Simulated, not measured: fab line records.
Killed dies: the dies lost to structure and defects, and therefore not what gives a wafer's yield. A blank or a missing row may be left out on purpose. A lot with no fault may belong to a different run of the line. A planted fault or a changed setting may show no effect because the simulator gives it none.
fab line records	flow gf180mcu
[record] lots = 24	wafers = 72	last_day = 34
route steps=602 shown SAB@277 M2@376 M3@413 V3@455 MIM@507 V5@545
lots untouched by any fault: they come from a run of this same line in which no faults occurred
start_h: start of the lot's first displayed wafer, in hours after the record's first day	wait_h: hours from the lot's prior step to this one	" identical to the entry in the row above	L1.1+2: several wafers, shown together as one row	- no value, or no start given	* or withheld: withheld	< > ~ a bound
route shown NAME@n: NAME is a module with steps in the file, n the number in the route of the first one	usual: mean and standard deviation over wafers with no fault	same: alike in all rows	chamber/n: place in a boat	sites: readings site by site	_std_site: the values' standard deviation	_edge_site: outer sites' mean less inner sites'	radius_mm: for every site, how far away it sits from the centre of the wafer	mask NAME#n: copy n	behind: the last tool/chamber to shape the wafer	hold: why the lot went on hold/how many hours it stayed there/how the hold came to an end	device: transistor that didn't switch, given as n, p or np	end of line: tests of these same wafers at the route's end	for a step that has no rows: nothing shown but its recipe	killed: not the wafer's yield, but the dies lost to structure and defects at the first sort	map: a wafer's dies, marking killed ones x, the rest . and places with no die _
set.NAME: the run value of the setting; set.NAME@STEP: its run value at that earlier step	model.NAME: the simulator's own value behind a step, which no gauge read
a sample of lots followed through the steps of the route, with each step as a table and each wafer as a row
services: when a tool's chamber went out of use (start_h, in hours from the record's first day, below 0 if earlier), for how many hours, and the reason
[[steps]]
[step GF_SAB_STRIP_13]
[recipe] chemistry = O2/N2	power_w = 1400	pressure_mtorr = 1500	platen_temp_c = 250	o2_flow_sccm = 3000	n2_flow_sccm = 300	overash_fraction = 0.5
[usual] drypump_motor_current_A = 5.8/0.43	heater_power_w = 296/13	oes_product_au = 0.710/0.0044	strip_time_to_endpoint_s = 12.40/0.033
lot.wafer	tool	chamber	start_h	wait_h	drypump_motor_current_A	heater_power_w	oes_product_au	rf_hours_counter_h	strip_time_to_endpoint_s
L074.1	plasma_asher-01	1	337.70	0.0	6.2	278	0.705	70	12.38
L074.2	"	0	"	"	6.1	314	0.714	70	12.40
L074.6	"	1	"	"	6.2	281	0.704	-	12.39
L075.1	plasma_asher-02	1	349.76	0.0	6.1	284	0.715	21	12.41
L075.3	"	1	"	"	6.1	290	0.711	-	12.41
L075.6	"	0	"	"	5.3	292	0.714	-	12.38
L076.1	plasma_asher-01	1	354.34	0.0	6.2	283	0.704	72	12.37
L076.3	"	1	"	"	6.2	277	0.708	-	12.37
L076.5	"	1	"	"	6.2	281	0.714	-	12.39
L077.4	plasma_asher-02	0	362.00	0.0	5.4	288	0.707	-	12.43
L077.5	"	1	"	"	6.1	289	0.704	-	12.46
L077.6	"	0	"	"	5.4	290	0.706	-	12.42
L078.2	plasma_asher-02	1	378.31	0.0	6.1	298	0.714	24	12.35
L078.3	"	1	"	"	6.1	296	0.715	-	12.37
L078.4	"	0	"	"	5.3	280	0.704	-	12.38
L079.1	plasma_asher-04	1	385.33	0.0	5.7	297	0.705	63	12.39
L079.4	"	1	"	"	5.7	298	0.708	-	12.41
L079.6	"	0	"	"	4.9	326	0.703	-	12.40
L080.3	plasma_asher-01	0	393.22	0.0	6.1	315	0.713	-	12.40
L080.4	"	1	"	"	6.2	283	0.711	-	12.38
L080.6	"	1	"	"	6.2	281	0.710	-	12.39
L081.2	plasma_asher-02	1	405.50	0.0	6.1	290	0.710	26	12.43
L081.3	"	0	"	"	5.3	288	0.713	-	12.40
L081.5	"	0	"	"	5.3	278	0.715	-	12.38
L082.3	plasma_asher-04	1	412.90	0.0	5.7	295	0.710	-	12.39
L082.4	"	0	"	"	4.9	328	0.706	-	12.43
L082.6	"	0	"	"	4.9	319	0.713	-	12.41
L083.1	plasma_asher-02	1	418.64	0.0	6.1	283	0.706	28	12.43
L083.5	"	0	"	"	5.4	280	0.708	-	12.44
L083.6	"	1	"	"	6.1	280	0.712	-	12.39
L084.1	plasma_asher-02	0	429.17	0.0	5.4	282	0.706	29	12.39
L084.2	"	1	"	"	6.0	293	0.709	29	12.36
L084.6	"	0	"	"	5.3	281	0.712	-	12.40
L085.1	plasma_asher-01	0	436.12	0.0	6.1	292	0.719	0	12.36
L085.4	"	1	"	"	6.2	303	0.715	-	12.38
L085.6	"	1	"	"	6.2	301	0.703	-	12.38
L086.3	plasma_asher-04	0	444.12	0.0	4.9	324	0.714	-	12.40
L086.4	"	1	"	"	5.7	300	0.712	-	12.37
L086.5	"	0	"	"	4.9	323	0.712	-	12.35
L087.4	plasma_asher-02	0	449.22	0.0	5.3	278	0.704	-	12.43
L087.5	"	1	"	"	6.1	289	0.708	-	12.38
L087.6	"	0	"	"	5.3	285	0.713	-	12.37
L088.1	plasma_asher-01	0	463.83	0.0	6.1	295	0.711	3	12.36
L088.4	"	0	"	"	6.0	298	0.711	-	12.41
L088.5	"	0	"	"	6.1	295	0.711	-	12.36
L089.2	plasma_asher-04	1	469.71	0.0	5.7	298	0.710	73	12.36
L089.3	"	0	"	"	4.9	324	0.706	-	12.34
L089.5	"	0	"	"	4.9	324	0.700	-	12.38
L090.3	plasma_asher-02	1	476.10	0.0	6.1	285	0.699	-	12.44
L090.4	"	0	"	"	5.3	285	0.713	-	12.40
L090.6	"	1	"	"	6.1	290	0.714	-	12.37
L091.1	plasma_asher-02	0	490.74	0.0	5.4	288	0.712	35	12.35
L091.4	"	0	"	"	5.4	289	0.714	-	12.35
L091.5	"	0	"	"	5.4	291	0.719	-	12.35
L092.2	plasma_asher-01	1	492.81	0.0	6.2	298	0.703	6	12.43
L092.3	"	1	"	"	6.2	309	0.708	-	12.41
L092.4	"	0	"	"	6.1	300	0.709	-	12.37
L093.3	plasma_asher-02	1	500.19	0.0	6.1	281	0.710	-	12.42
L093.4	"	0	"	"	5.3	289	0.712	-	12.39
L093.5	"	1	"	"	6.0	283	0.708	-	12.42
L094.1	plasma_asher-02	1	511.02	0.0	6.1	288	0.702	37	12.36
L094.2	"	0	"	"	5.3	284	0.703	37	12.41
L094.4	"	0	"	"	5.3	287	0.708	-	12.39
L095.1	plasma_asher-04	0	520.80	0.0	4.9	320	0.716	78	12.47
L095.3	"	0	"	"	4.9	324	0.708	-	12.47
L095.5	"	1	"	"	5.7	303	0.710	-	12.43
L096.1	plasma_asher-01	1	526.77	0.0	6.2	304	0.703	10	12.43
L096.2	"	0	"	"	6.1	296	0.717	10	12.41
L096.6	"	0	"	"	6.1	295	0.717	-	12.43
L097.1	plasma_asher-01	0	536.90	0.0	6.1	295	0.716	11	12.37
L097.2	"	1	"	"	6.2	308	0.704	11	12.39
L097.3	"	0	"	"	6.1	295	0.708	-	12.38
[step GF_M2_CD_MEAS_14]
[recipe] target_cd_nm = 280
[usual] cd_nm = 280.1/1.3
lot.wafer	tool	chamber	start_h	wait_h	cd_nm
L074.1	cd_sem-02	-	438.27	0.1	280.1
L074.2	"	-	"	"	279.3
L074.6	"	-	"	"	280.5
L075.1	cd_sem-02	-	449.20	0.1	281.2
L075.3	"	-	"	"	282.1
L075.6	"	-	"	"	280.4
L076.1	cd_sem-01	-	454.29	0.1	281.6
L076.3	"	-	"	"	280.5
L076.5	"	-	"	"	282.1
L077.4	cd_sem-02	-	464.70	0.1	280.5
L077.5	"	-	"	"	281.0
L077.6	"	-	"	"	281.6
L078.2	cd_sem-02	-	480.62	0.1	279.3
L078.3	"	-	"	"	279.5
L078.4	"	-	"	"	277.9
L079.1	cd_sem-02	-	488.45	0.1	281.3
L079.4	"	-	"	"	281.5
L079.6	"	-	"	"	280.6
L080.3	cd_sem-02	-	496.00	0.2	281.2
L080.4	"	-	"	"	280.5
L080.6	"	-	"	"	281.6
L081.2	cd_sem-02	-	507.79	0.1	281.7
L081.3	"	-	"	"	280.7
L081.5	"	-	"	"	281.3
L082.3	cd_sem-01	-	515.88	0.1	279.0
L082.4	"	-	"	"	279.9
L082.6	"	-	"	"	280.7
L083.1	cd_sem-02	-	519.29	0.1	278.8
L083.5	"	-	"	"	278.8
L083.6	"	-	"	"	280.2
L084.1	cd_sem-02	-	530.80	0.1	278.9
L084.2	"	-	"	"	279.4
L084.6	"	-	"	"	280.2
L085.1	cd_sem-02	-	536.65	0.1	280.2
L085.4	"	-	"	"	280.7
L085.6	"	-	"	"	279.4
L086.3	cd_sem-02	-	542.41	0.1	278.7
L086.4	"	-	"	"	279.4
L086.5	"	-	"	"	279.2
L087.4	cd_sem-02	-	548.47	0.2	281.5
L087.5	"	-	"	"	281.1
L087.6	"	-	"	"	280.1
L088.1	cd_sem-02	-	562.25	0.1	279.8
L088.4	"	-	"	"	279.6
L088.5	"	-	"	"	280.3
L089.2	cd_sem-02	-	567.36	0.1	281.9
L089.3	"	-	"	"	281.9
L089.5	"	-	"	"	281.3
L090.3	cd_sem-01	-	573.11	0.1	281.3
L090.4	"	-	"	"	281.7
L090.6	"	-	"	"	281.3
L091.1	cd_sem-02	-	587.19	0.1	280.1
L091.4	"	-	"	"	278.8
L091.5	"	-	"	"	279.0
L092.2	cd_sem-02	-	588.59	0.1	279.3
L092.3	"	-	"	"	281.3
L092.4	"	-	"	"	280.8
L093.3	cd_sem-01	-	594.43	0.1	278.6
L093.4	"	-	"	"	279.1
L093.5	"	-	"	"	279.6
L094.1	cd_sem-01	-	605.17	0.1	276.1
L094.2	"	-	"	"	277.1
L094.4	"	-	"	"	276.2
L095.1	cd_sem-01	-	613.37	0.1	277.6
L095.3	"	-	"	"	278.8
L095.5	"	-	"	"	278.6
L096.1	cd_sem-01	-	619.77	0.1	280.4
L096.2	"	-	"	"	281.1
L096.6	"	-	"	"	280.4
L097.1	cd_sem-01	-	626.92	0.1	280.1
L097.2	"	-	"	"	280.1
L097.3	"	-	"	"	280.6
[step GF_M3_SPUTTER_04]
[recipe] material = TiN	target_thk_nm = 50	power_w = 6500	time_s = 41.7	chamber_pressure_pa = 0.4
[usual] throttle_valve_pct = 30.3/1.1
[same] time_s = 41.7
lot.wafer	tool	chamber	start_h	wait_h	throttle_valve_pct
L074.1	pvd_sputter-01	-	465.61	0.0	31.1
L074.2	"	-	"	"	30.3
L074.6	"	-	"	"	29.6
L075.1	pvd_sputter-04	-	476.80	0.0	29.9
L075.3	"	-	"	"	30.0
L075.6	"	-	"	"	29.9
L076.1	pvd_sputter-03	-	481.63	0.0	30.9
L076.3	"	-	"	"	28.3
L076.5	"	-	"	"	30.7
L077.4	pvd_sputter-04	-	491.70	0.0	29.8
L077.5	"	-	"	"	30.1
L077.6	"	-	"	"	31.5
L078.2	pvd_sputter-03	-	506.90	0.0	30.6
L078.3	"	-	"	"	31.2
L078.4	"	-	"	"	27.9
L079.1	pvd_sputter-04	-	514.55	0.0	31.2
L079.4	"	-	"	"	29.7
L079.6	"	-	"	"	30.1
L080.3	pvd_sputter-03	-	522.77	0.0	31.3
L080.4	"	-	"	"	30.8
L080.6	"	-	"	"	28.2
L081.2	pvd_sputter-04	-	534.41	0.0	31.5
L081.3	"	-	"	"	31.2
L081.5	"	-	"	"	29.7
L082.3	pvd_sputter-04	-	541.86	0.0	31.3
L082.4	"	-	"	"	30.0
L082.6	"	-	"	"	31.0
L083.1	pvd_sputter-04	-	545.11	0.0	29.8
L083.5	"	-	"	"	31.6
L083.6	"	-	"	"	30.2
L084.1	pvd_sputter-01	-	556.29	0.0	30.8
L084.2	"	-	"	"	31.0
L084.6	"	-	"	"	31.0
L085.1	pvd_sputter-01	-	561.68	0.0	30.8
L085.4	"	-	"	"	31.1
L085.6	"	-	"	"	30.5
L086.3	pvd_sputter-03	-	567.31	0.0	28.0
L086.4	"	-	"	"	31.4
L086.5	"	-	"	"	31.2
L087.4	pvd_sputter-04	-	573.48	0.0	30.2
L087.5	"	-	"	"	31.2
L087.6	"	-	"	"	29.8
L088.1	pvd_sputter-01	-	586.86	0.0	31.3
L088.4	"	-	"	"	29.7
L088.5	"	-	"	"	28.4
L089.2	pvd_sputter-04	-	592.28	0.0	29.8
L089.3	"	-	"	"	31.3
L089.5	"	-	"	"	31.5
L090.3	pvd_sputter-03	-	598.02	0.0	31.4
L090.4	"	-	"	"	30.8
L090.6	"	-	"	"	28.0
L091.1	pvd_sputter-03	-	611.67	0.0	31.1
L091.4	"	-	"	"	27.9
L091.5	"	-	"	"	31.2
L092.2	pvd_sputter-01	-	612.26	0.0	31.1
L092.3	"	-	"	"	29.9
L092.4	"	-	"	"	30.8
L093.3	pvd_sputter-01	-	617.28	0.0	30.9
L093.4	"	-	"	"	29.8
L093.5	"	-	"	"	30.6
L094.1	pvd_sputter-01	-	627.63	0.0	28.3
L094.2	"	-	"	"	29.9
L094.4	"	-	"	"	30.8
L095.1	pvd_sputter-04	-	636.87	0.0	31.4
L095.3	"	-	"	"	30.0
L095.5	"	-	"	"	29.7
L096.1	pvd_sputter-01	-	643.12	0.0	29.9
L096.2	"	-	"	"	28.5
L096.6	"	-	"	"	30.0
L097.1	pvd_sputter-01	-	649.88	0.0	30.0
L097.2	"	-	"	"	30.8
L097.3	"	-	"	"	28.2
[step GF_V3_CMP_26]
[recipe] stop_on = SiO2	down_force_psi = 3.5	platen_rpm = 60	t_overpolish_s = 15	target_thk_nm = 0	pad_velocity_m_s = 0.94248
[usual] motor_current_A = 10.6/0.61	overpolish_run_s = 15.002/0.0098	time_to_endpoint_s = 84/4
lot.wafer	tool	chamber	start_h	wait_h	motor_current_A	overpolish_run_s	time_to_endpoint_s
L074.2	cmp-02	3	515.85	0.1	11.1	15.014	76
L074.1	"	1	"	"	10.4	15.024	81
L074.6	"	3	"	"	10.9	15.013	80
L075.1	cmp-01	0	525.99	0.1	10.9	14.997	88
L075.3	"	2	"	"	9.7	14.992	84
L075.6	"	1	"	"	11.1	14.992	84
L076.3	cmp-01	3	529.80	0.1	11.0	15.001	85
L076.1	"	1	"	"	11.0	15.006	84
L076.5	"	2	"	"	10.0	14.997	82
L077.4	cmp-01	2	541.05	0.0	10.0	15.016	83
L077.5	"	2	"	"	9.7	14.988	82
L077.6	"	3	"	"	10.3	14.999	87
L078.2	cmp-01	1	554.09	0.0	10.9	15.003	82
L078.4	"	2	"	"	9.5	14.998	76
L078.3	"	0	"	"	11.0	15.007	85
L079.1	cmp-02	1	562.21	0.1	9.7	14.992	87
L079.4	"	2	"	"	9.6	15.011	88
L079.6	"	2	"	"	9.6	15.011	85
L080.4	cmp-01	2	571.26	0.1	9.8	15.021	86
L080.3	"	3	"	"	10.6	15.000	87
L080.6	"	2	"	"	10.0	14.992	86
L081.2	cmp-01	3	580.60	0.0	10.7	14.994	89
L081.3	"	1	"	"	10.9	14.997	89
L081.5	"	3	"	"	10.9	15.018	87
L082.4	cmp-01	0	587.70	0.0	11.1	14.994	88
L082.3	"	1	"	"	10.9	14.997	84
L082.6	"	0	"	"	11.1	15.006	88
L083.1	cmp-01	2	591.16	0.1	10.0	14.991	85
L083.6	"	1	"	"	10.9	15.007	84
L083.5	"	2	"	"	9.7	14.995	86
L084.1	cmp-02	2	601.86	0.1	10.0	15.003	90
L084.2	"	1	"	"	10.2	14.990	81
L084.6	"	2	"	"	9.7	15.017	86
L085.1	cmp-01	0	606.71	0.1	11.0	15.011	89
L085.4	"	1	"	"	10.8	15.002	86
L085.6	"	1	"	"	11.6	15.005	89
L086.4	cmp-01	1	612.18	0.1	11.9	15.007	86
L086.3	"	3	"	"	10.7	15.006	85
L086.5	"	0	"	"	10.9	15.013	90
L087.4	cmp-02	3	618.25	0.1	11.4	15.016	83
L087.5	"	1	"	"	9.7	15.006	87
L087.6	"	2	"	"	9.9	14.999	87
L088.4	cmp-01	2	630.68	0.1	9.9	15.000	85
L088.1	"	0	"	"	11.2	15.010	87
L088.5	"	2	"	"	9.8	14.998	86
L089.2	cmp-01	3	635.98	0.1	10.8	14.991	85
L089.3	"	1	"	"	11.5	15.006	85
L089.5	"	3	"	"	10.6	15.004	88
L090.3	cmp-01	3	641.06	0.0	11.1	14.994	86
L090.4	"	0	"	"	10.7	15.007	87
L090.6	"	3	"	"	10.4	15.011	83
L091.1	cmp-01	3	653.93	0.1	10.2	15.000	86
L091.4	"	0	"	"	11.0	14.999	85
L091.5	"	0	"	"	11.1	14.999	88
L092.2	cmp-02	1	655.40	0.0	10.5	14.999	83
L092.3	"	2	"	"	9.6	15.013	87
L092.4	"	3	"	"	11.1	14.993	80
L093.4	cmp-01	2	659.49	0.1	9.7	14.978	86
L093.3	"	0	"	"	10.9	15.014	82
L093.5	"	2	"	"	9.6	15.010	79
L094.1	cmp-01	3	669.59	0.1	11.1	15.007	87
L094.2	"	1	"	"	11.2	14.996	86
L094.4	"	2	"	"	9.8	14.978	84
L095.3	cmp-02	2	678.11	0.0	9.9	15.016	81
L095.1	"	0	"	"	10.7	15.008	73
L095.5	"	2	"	"	10.2	14.993	83
L096.2	cmp-02	2	683.21	0.0	10.1	15.003	83
L096.1	"	0	"	"	10.6	14.997	71
L096.6	"	3	"	"	11.0	14.990	74
L097.2	cmp-02	0	690.66	0.0	10.5	14.996	78
L097.3	"	2	"	"	9.8	14.995	85
L097.1	"	3	"	"	11.0	14.991	77
[step GF_MIM_SPUTTER_04]
[recipe] material = TiN	target_thk_nm = 50	power_w = 6500	time_s = 41.7	chamber_pressure_pa = 0.4
[usual] throttle_valve_pct = 30.3/1.1
[same] time_s = 41.7
lot.wafer	tool	chamber	start_h	wait_h	throttle_valve_pct
L074.1	pvd_sputter-04	-	564.77	0.0	31.4
L074.2	"	-	"	"	31.3
L074.6	"	-	"	"	29.7
L075.1	pvd_sputter-03	-	573.83	0.0	31.2
L075.3	"	-	"	"	30.8
L075.6	"	-	"	"	31.3
L076.1	pvd_sputter-03	-	576.78	0.0	31.2
L076.3	"	-	"	"	31.1
L076.5	"	-	"	"	30.9
L077.4	pvd_sputter-01	-	587.46	0.0	31.1
L077.5	"	-	"	"	28.2
L077.6	"	-	"	"	31.1
L078.2	pvd_sputter-03	-	601.01	0.0	30.9
L078.3	"	-	"	"	28.1
L078.4	"	-	"	"	31.2
L079.1	pvd_sputter-01	-	608.68	0.0	31.0
L079.4	"	-	"	"	30.8
L079.6	"	-	"	"	30.9
L080.3	pvd_sputter-04	-	616.93	0.0	30.9
L080.4	"	-	"	"	29.9
L080.6	"	-	"	"	31.2
L081.2	pvd_sputter-01	-	625.56	0.0	28.2
L081.3	"	-	"	"	29.9
L081.5	"	-	"	"	30.9
L082.3	pvd_sputter-03	-	633.49	0.0	31.2
L082.4	"	-	"	"	30.7
L082.6	"	-	"	"	31.2
L083.1	pvd_sputter-03	-	635.57	0.0	28.2
L083.5	"	-	"	"	30.5
L083.6	"	-	"	"	28.1
L084.1	pvd_sputter-01	-	646.03	0.0	31.0
L084.2	"	-	"	"	28.5
L084.6	"	-	"	"	28.7
L085.1	pvd_sputter-03	-	650.21	0.0	31.3
L085.4	"	-	"	"	28.1
L085.6	"	-	"	"	30.6
L086.3	pvd_sputter-01	-	656.23	0.0	31.2
L086.4	"	-	"	"	31.2
L086.5	"	-	"	"	31.0
L087.4	pvd_sputter-03	-	661.46	0.0	28.2
L087.5	"	-	"	"	30.9
L087.6	"	-	"	"	31.2
L088.1	pvd_sputter-01	-	672.72	0.0	30.9
L088.4	"	-	"	"	30.8
L088.5	"	-	"	"	30.0
L089.2	pvd_sputter-04	-	678.34	0.0	29.9
L089.3	"	-	"	"	29.9
L089.5	"	-	"	"	29.6
L090.3	pvd_sputter-01	-	683.16	0.0	30.6
L090.4	"	-	"	"	30.9
L090.6	"	-	"	"	31.1
L091.1	pvd_sputter-03	-	696.02	0.0	30.6
L091.4	"	-	"	"	31.2
L091.5	"	-	"	"	28.3
L092.2	pvd_sputter-04	-	697.83	0.0	29.7
L092.3	"	-	"	"	30.2
L092.4	"	-	"	"	31.6
L093.3	pvd_sputter-01	-	702.06	0.0	29.9
L093.4	"	-	"	"	28.7
L093.5	"	-	"	"	29.8
L094.1	pvd_sputter-01	-	711.04	0.0	30.7
L094.2	"	-	"	"	28.3
L094.4	"	-	"	"	30.1
L095.1	pvd_sputter-01	-	718.11	0.0	30.7
L095.3	"	-	"	"	30.1
L095.5	"	-	"	"	30.3
L096.1	pvd_sputter-01	-	724.10	0.0	29.9
L096.2	"	-	"	"	30.9
L096.6	"	-	"	"	28.4
L097.1	pvd_sputter-03	-	730.51	0.0	31.5
L097.2	"	-	"	"	30.7
L097.3	"	-	"	"	31.2
[step GF_V5_BOW_MEAS_05]
[recipe] mode = bow
[usual] V5_BOW = 133/9.6
lot.wafer	tool	chamber	start_h	wait_h	V5_BOW[um]
L074.1	film_metro-04	-	609.09	0.1	129
L074.2	"	-	"	"	150
L074.6	"	-	"	"	135
L075.1	film_metro-01	-	618.10	0.1	135
L075.3	"	-	"	"	135
L075.6	"	-	"	"	138
L076.1	film_metro-01	-	620.21	0.2	146
L076.3	"	-	"	"	131
L076.5	"	-	"	"	140
L077.4	film_metro-02	-	630.69	0.4	129
L077.5	"	-	"	"	139
L077.6	"	-	"	"	136
L078.2	film_metro-01	-	643.16	0.3	123
L078.3	"	-	"	"	128
L078.4	"	-	"	"	126
L079.1	film_metro-01	-	650.85	0.1	150
L079.4	"	-	"	"	134
L079.6	"	-	"	"	152
L080.3	film_metro-02	-	658.40	0.3	138
L080.4	"	-	"	"	132
L080.6	"	-	"	"	133
L081.2	film_metro-04	-	666.80	0.1	127
L081.3	"	-	"	"	118
L081.5	"	-	"	"	125
L082.3	film_metro-04	-	674.88	0.2	122
L082.4	"	-	"	"	116
L082.6	"	-	"	"	132
L083.1	film_metro-01	-	675.98	0.2	128
L083.5	"	-	"	"	129
L083.6	"	-	"	"	136
L084.1	film_metro-04	-	686.28	0.2	129
L084.2	"	-	"	"	135
L084.6	"	-	"	"	136
L085.1	film_metro-04	-	690.28	0.1	126
L085.4	"	-	"	"	123
L085.6	"	-	"	"	124
L086.3	film_metro-02	-	696.78	0.3	115
L086.4	"	-	"	"	129
L086.5	"	-	"	"	112
L087.4	film_metro-02	-	701.44	0.2	139
L087.5	"	-	"	"	139
L087.6	"	-	"	"	140
L088.1	film_metro-02	-	711.81	0.1	151
L088.4	"	-	"	"	153
L088.5	"	-	"	"	135
L089.2	film_metro-04	-	715.53	0.3	128
L089.3	"	-	"	"	153
L089.5	"	-	"	"	130
L090.3	film_metro-02	-	722.22	0.1	130
L090.4	"	-	"	"	122
L090.6	"	-	"	"	112
L091.1	film_metro-04	-	733.49	0.2	135
L091.4	"	-	"	"	123
L091.5	"	-	"	"	133
L092.2	film_metro-02	-	735.35	0.1	125
L092.3	"	-	"	"	136
L092.4	"	-	"	"	129
L093.3	film_metro-01	-	740.09	0.1	120
L093.4	"	-	"	"	113
L093.5	"	-	"	"	123
L094.1	film_metro-02	-	748.16	0.1	137
L094.2	"	-	"	"	143
L094.4	"	-	"	"	143
L095.1	film_metro-01	-	754.18	0.1	126
L095.3	"	-	"	"	133
L095.5	"	-	"	"	133
L096.1	film_metro-01	-	760.51	0.2	141
L096.2	"	-	"	"	135
L096.6	"	-	"	"	130
L097.1	film_metro-02	-	764.76	0.2	142
L097.2	"	-	"	"	136
L097.3	"	-	"	"	140
[[services]]
tool	chamber	start_h	hours	kind
cmp-02	-	324.03	0.4	repair
pvd_sputter-01	-	325.65	0.9	repair
cmp-01	-	332.71	1.9	repair
cmp-01	-	334.02	2.8	repair
cmp-01	-	341.59	4.9	repair
pvd_sputter-04	-	358.76	2.7	repair
cmp-01	-	360.31	1.1	repair
pvd_sputter-03	-	375.05	4.0	repair
cmp-01	-	385.74	2.1	repair
pvd_sputter-04	-	400.25	0.8	repair
cmp-01	-	404.16	4.0	pm
pvd_sputter-04	-	405.32	3.9	repair
plasma_asher-01	-	421.25	9.0	pm
cmp-01	-	425.18	1.9	repair
cmp-01	-	444.75	2.0	repair
pvd_sputter-01	-	455.96	2.0	repair
pvd_sputter-03	-	464.29	0.8	repair
cmp-01	-	515.25	6.2	pm
plasma_asher-02	-	550.68	2.8	pm
cmp-01	-	567.27	0.8	repair
cmp-01	-	607.77	0.8	repair
plasma_asher-02	-	643.42	0.5	repair
cmp-01	-	650.92	1.9	repair
pvd_sputter-04	-	669.01	2.0	repair
[[key]]
fault none
